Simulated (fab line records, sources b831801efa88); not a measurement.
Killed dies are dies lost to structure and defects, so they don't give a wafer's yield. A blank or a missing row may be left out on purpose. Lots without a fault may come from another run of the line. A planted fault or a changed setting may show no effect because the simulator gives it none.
Which tool did it? | flow gf180mcu | 13 lots, 39 wafers sampled, at 5 steps of a route of 602

WHAT THE GAUGES READ, wafer by wafer
GF_HV_LDD_OVL_MEAS_47. Usual: HV_LDD_03_OVL -0.9 nm, standard deviation 1.2.
lot  | measured     | on         | HV_LDD_03_OVL (nm) | flag
L898 | day 12 09:23 | overlay-02 | -0.1 -0.5 -0.9     |
L899 | day 12 21:28 | overlay-02 | -2.7 -1.7 -4.1     |
L900 | day 13 01:34 | overlay-01 | -2.2 -1.6 0.4      |
L901 | day 13 11:02 | overlay-02 | -2.1 -1.6 -2.5     |
L902 | day 13 23:05 | overlay-02 | -1.7 0.2 -2.9      |
L903 | day 14 03:28 | overlay-01 | -0.6 -0.6 0.8      |
L904 | day 14 10:28 | overlay-01 | -0.7 1.0 -0.7      |
L905 | day 14 19:02 | overlay-01 | 0.8 -1.0 2.4       |
L906 | day 15 02:11 | overlay-01 | -1.3 1.3 0.5       |
L908 | day 15 21:18 | overlay-01 | 0.1 -1.2 -1.7      |
L911 | day 16 20:46 | overlay-01 | 0.0 -1.0 -1.8      |
L916 | day 18 17:44 | overlay-02 | -0.6 -1.8 0.1      |
L920 | day 20 00:07 | overlay-02 | -2.3 -1.1 -2.2     |

GF_NSD_OVL_MEAS_08. Usual: NSD_OVL 0.3 nm, standard deviation 1.2.
lot  | measured     | on         | NSD_OVL (nm)      | flag
L898 | day 13 07:16 | overlay-01 | 3.6 2.4 1.7       |
L899 | day 13 20:49 | overlay-01 | 1.4 1.3 0.0       |
L900 | day 14 00:39 | overlay-02 | 0.6 -0.7 -0.7     |
L901 | day 14 10:18 | overlay-02 | 0.9 -1.3 0.4      |
L902 | day 14 23:28 | overlay-02 | 0.7 -1.7 -0.7     |
L903 | day 15 03:25 | overlay-01 | 1.1 0.0 1.4       |
L904 | day 15 13:22 | overlay-01 | 0.9 2.0 1.1       |
L905 | day 15 19:26 | overlay-01 | 227.2 226.2 226.7 | OFF
L906 | day 16 02:44 | overlay-01 | 227.1 227.7 227.1 | OFF
L908 | day 16 22:37 | overlay-01 | 228.5 227.2 227.7 | OFF
L911 | day 17 23:39 | overlay-02 | -0.4 -0.1 -1.2    |
L916 | day 19 21:12 | overlay-02 | 1.0 0.5 1.1       |
L920 | day 21 04:05 | overlay-02 | -1.0 -1.5 -2.1    |

WHICH TOOL RAN EACH LOT (tool, then ch and the chambers of the sampled wafers, then the start)
lot  | GF_HV_LDD_STRIP_22                   | GF_HV_LDD_STRIP_49                   | GF_NSD_EXPOSE_04
L898 | plasma_asher-01 ch 0,1, day 10 18:59 | plasma_asher-04 ch 0,1, day 12 09:35 | iline_stepper-02 ch 0, day 12 21:52
L899 | plasma_asher-03 ch 0,1, day 11 06:32 | plasma_asher-03 ch 0,1, day 12 21:40 | iline_stepper-02 ch 0, day 13 10:44
L900 | plasma_asher-01 ch 0,1, day 11 11:01 | plasma_asher-04 ch 0,1, day 13 01:44 | iline_stepper-02 ch 0, day 13 14:40
L901 | plasma_asher-03 ch 0, day 11 20:03   | plasma_asher-04 ch 0,1, day 13 11:13 | iline_stepper-02 ch 0, day 14 00:14
L902 | plasma_asher-04 ch 0,1, day 12 07:14 | plasma_asher-04 ch 0,1, day 13 23:17 | iline_stepper-02 ch 0, day 14 13:22
L903 | plasma_asher-04 ch 0,1, day 12 11:10 | plasma_asher-04 ch 0,1, day 14 03:40 | iline_stepper-02 ch 0, day 14 16:53
L904 | plasma_asher-04 ch 0,1, day 12 18:38 | plasma_asher-03 ch 0,1, day 14 10:40 | iline_stepper-02 ch 0, day 15 02:39
L905 | plasma_asher-01 ch 0,1, day 13 01:38 | plasma_asher-04 ch 0,1, day 14 19:14 | iline_stepper-02 ch 0, day 15 08:56
L906 | plasma_asher-04 ch 0,1, day 13 08:32 | plasma_asher-01 ch 0,1, day 15 02:23 | iline_stepper-02 ch 0, day 15 15:57
L908 | plasma_asher-03 ch 0,1, day 14 01:20 | plasma_asher-01 ch 0,1, day 15 21:29 | iline_stepper-02 ch 0, day 16 11:37
L911 | plasma_asher-03 ch 0,1, day 14 23:14 | plasma_asher-04 ch 0,1, day 16 20:57 | iline_stepper-01 ch 0, day 17 12:02
L916 | plasma_asher-04 ch 0,1, day 16 17:38 | plasma_asher-03 ch 0,1, day 18 17:56 | iline_stepper-01 ch 0, day 19 09:01
L920 | plasma_asher-01 ch 0,1, day 17 21:53 | plasma_asher-01 ch 0,1, day 20 00:18 | iline_stepper-01 ch 0, day 20 15:20
- GF_HV_LDD_STRIP_22: strips in O2/N2.
- GF_HV_LDD_STRIP_49: strips in O2/N2.
- GF_NSD_EXPOSE_04: exposes mask Nplus, target cd 400 nm.

WHAT THE TOOLS THEMSELVES READ (means of the sampled wafers that have a number; where no wafer has one, the mark that the record gives instead)
GF_HV_LDD_STRIP_22. Usual: drypump_motor_current_A 5.5 A, standard deviation 0.32; heater_power_w 327 W, standard deviation 14; oes_product_au 0.716 a.u., standard deviation 0.0045; strip_time_to_endpoint_s 12.63 s, standard deviation 0.033.
lot  | tool            | drypump_motor_current_A (A) | heater_power_w (W) | oes_product_au (a.u.) | strip_time_to_endpoint_s (s) | flag
L898 | plasma_asher-01 | 5.3                         | 328                | 0.713                 | 12.63                        |
L899 | plasma_asher-03 | 5.5                         | 322                | 0.720                 | 12.60                        |
L900 | plasma_asher-01 | 5.5                         | 323                | 0.715                 | 12.56                        |
L901 | plasma_asher-03 | 5.2                         | 329                | 0.716                 | 12.64                        |
L902 | plasma_asher-04 | 5.6                         | 333                | 0.716                 | 12.63                        |
L903 | plasma_asher-04 | 5.4                         | 343                | 0.713                 | 12.61                        |
L904 | plasma_asher-04 | 5.5                         | 343                | 0.718                 | 12.59                        |
L905 | plasma_asher-01 | 5.3                         | 332                | 0.716                 | 12.60                        |
L906 | plasma_asher-04 | 5.6                         | 339                | 0.719                 | 12.64                        |
L908 | plasma_asher-03 | 5.7                         | 311                | 0.712                 | 12.66                        |
L911 | plasma_asher-03 | 5.5                         | 323                | 0.718                 | 12.60                        |
L916 | plasma_asher-04 | 5.6                         | 335                | 0.713                 | 12.66                        |
L920 | plasma_asher-01 | 5.3                         | 334                | 0.720                 | 12.64                        |

GF_HV_LDD_STRIP_49. Usual: drypump_motor_current_A 5.5 A, standard deviation 0.31; heater_power_w 327 W, standard deviation 14; oes_product_au 0.716 a.u., standard deviation 0.004; strip_time_to_endpoint_s 12.644 s, standard deviation 0.029.
lot  | tool            | drypump_motor_current_A (A) | heater_power_w (W) | oes_product_au (a.u.) | strip_time_to_endpoint_s (s) | flag
L898 | plasma_asher-04 | 5.6                         | 338                | 0.712                 | 12.638                       |
L899 | plasma_asher-03 | 5.4                         | 324                | 0.715                 | 12.612                       |
L900 | plasma_asher-04 | 5.5                         | 344                | 0.718                 | 12.587                       |
L901 | plasma_asher-04 | 5.5                         | 346                | 0.716                 | 12.649                       |
L902 | plasma_asher-04 | 5.6                         | 337                | 0.716                 | 12.658                       |
L903 | plasma_asher-04 | 5.5                         | 342                | 0.719                 | 12.646                       |
L904 | plasma_asher-03 | 5.7                         | 316                | 0.717                 | 12.668                       |
L905 | plasma_asher-04 | 5.5                         | 347                | 0.718                 | 12.627                       |
L906 | plasma_asher-01 | 5.5                         | 313                | 0.716                 | 12.633                       |
L908 | plasma_asher-01 | 5.3                         | 328                | 0.715                 | 12.673                       |
L911 | plasma_asher-04 | 5.6                         | 341                | 0.717                 | 12.662                       |
L916 | plasma_asher-03 | 5.5                         | 321                | 0.715                 | 12.667                       |
L920 | plasma_asher-01 | 5.5                         | 322                | 0.714                 | 12.657                       |

THE ANSWER, worked out from the rows above alone
Rule: a lot is off if the mean of its wafers that have a number lies more than 3 standard deviations from the usual mean. A lot without any number at a reading at which 4 lots or more have one is off too. The other lots that the step has rows for count as sound. The gauges are gone through in route order, then the tools' own readings, and for those a lot's mean is taken as printed above. The first step at which some lot is off is used, and at that step the reading that is off furthest; a lot without a number counts as furthest.
Off: L905, L906, L908, at GF_NSD_OVL_MEAS_08 (NSD_OVL).
A tool fits if, at a process step before that reading, it ran every lot that is off, and no sound lot after the first of them. The gauges at GF_NSD_OVL_MEAS_08 are tried like those tools. Can't be told from this: 2 tools fit, iline_stepper-02 at GF_NSD_EXPOSE_04, overlay-01 at GF_NSD_OVL_MEAS_08.

WHAT THE SIMULATOR HAD PUT IN
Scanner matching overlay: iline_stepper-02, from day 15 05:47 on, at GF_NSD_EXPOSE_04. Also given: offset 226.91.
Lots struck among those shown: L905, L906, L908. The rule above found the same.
